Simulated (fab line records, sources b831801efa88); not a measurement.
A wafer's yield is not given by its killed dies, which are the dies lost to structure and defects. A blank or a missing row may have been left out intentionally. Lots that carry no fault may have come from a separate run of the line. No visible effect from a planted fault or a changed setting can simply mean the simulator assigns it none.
Problem report in the 8D (eight disciplines) form, filled by code + flow sky130 + the parts of the form that need people (team, actions taken, sign-off) are left out

1. THE PROBLEM
LDD_P_TW at SKY_LDD_P_TW_MEAS_11 reads a mean of 602 on 6 wafers of 2 lots; wafers without a fault read 631 with a standard deviation of 3.6. Relative to the usual mean, that is a shift of -8.0 standard deviations.
First observed at day 25 12:26: wafer L582.2, on film metro-04. The record holds 33 wafers of 11 lots with a number at this step. Rule for "out", or "out of limits": more than 4 standard deviations from the usual mean. Any other wafer with a number is counted as sound.

2. WHAT THIS IS AND IS NOT
| question                    | is                           | is not                                                                          |
|-----------------------------|------------------------------|---------------------------------------------------------------------------------|
| which readings at this step | LDD_P_TW                     | -                                                                               |
| which lots                  | L582, L585                   | L565, L570, L571, L572, L573, L578, L586, L587, L588                            |
| which wafers of those lots  | all that have a number       | -                                                                               |
| read on which gauges        | film metro-03, film metro-04 | film metro-02                                                                   |
| when                        | from day 25 12:26            | up to then (18 sound wafers); but 9 sound wafers of L586, L587, L588 came after |

3. THE SUSPECTS, EACH WITH WHAT RULES IT OUT
Counting: any tool at a process step up to the reading is kept as a suspect provided that every lot that is out went through it and no sound lot did after the first of them.
- ruled out: the gauge at SKY_LDD_P_TW_MEAS_11. 2 gauges (film metro-03, film metro-04) read the wafers that are out.
- implanter-02 at SKY_LDD_P_IMPLANT_09: kept. All lots that are out passed through it, beginning with L582 at day 25 12:13, and no sound lot followed; its final sound lot before that point was L578 at day 24 07:44. Its own dose ions cm2, faraday current uA readings are out on those wafers.
The count leaves implanter-02 at SKY_LDD_P_IMPLANT_09.

4. THE CAUSE (what the simulator had put in)
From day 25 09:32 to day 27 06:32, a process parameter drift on implanter-02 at SKY_LDD_P_IMPLANT_09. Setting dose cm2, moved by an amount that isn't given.
Counting left only this tool.

5. THE CHAIN OF EFFECTS, in route order
Rows list readings where the struck wafers' mean (over those with a number) sits beyond 3 standard deviations from the usual. Only readings whose record carries a usual standard deviation are examined. hours: median over the lots of the time between each lot's start at the first step of this table that gives one and its start at this step. sigmas: the change, counted in usual standard deviations.
| hours | step                 | reading            | usual     | on struck wafers | change     | sigmas      |
|-------|----------------------|--------------------|-----------|------------------|------------|-------------|
| 0     | SKY_LDD_P_IMPLANT_09 | dose ions cm2      | 9.999e+12 | 8.462e+12        | -1.537e+12 | -99 or more |
| 0     | SKY_LDD_P_IMPLANT_09 | faraday current uA | 56.6      | 47.7             | -8.9       | -8.1        |
| 0     | SKY_LDD_P_TW_MEAS_11 | LDD_P_TW           | 631       | 602              | -29        | -8.0        |
Process steps it contains:
- SKY_LDD_P_IMPLANT_09

6. HOW IT WOULD HAVE BEEN CAUGHT EARLIER
In this record the first reading out of limits at a measuring or inspecting step was taken at day 25 12:26, 3 hours after the fault began at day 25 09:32.
The tool's own readings at SKY_LDD_P_IMPLANT_09 were out on every struck wafer that the step has a row for (dose ions cm2, faraday current uA): an alarm limit on them would have fired on the first of those.
Of the lots that are out (2), L585 began SKY_LDD_P_IMPLANT_09 on implanter-02 after day 25 12:26. Putting the tool on hold at that point would have spared it.
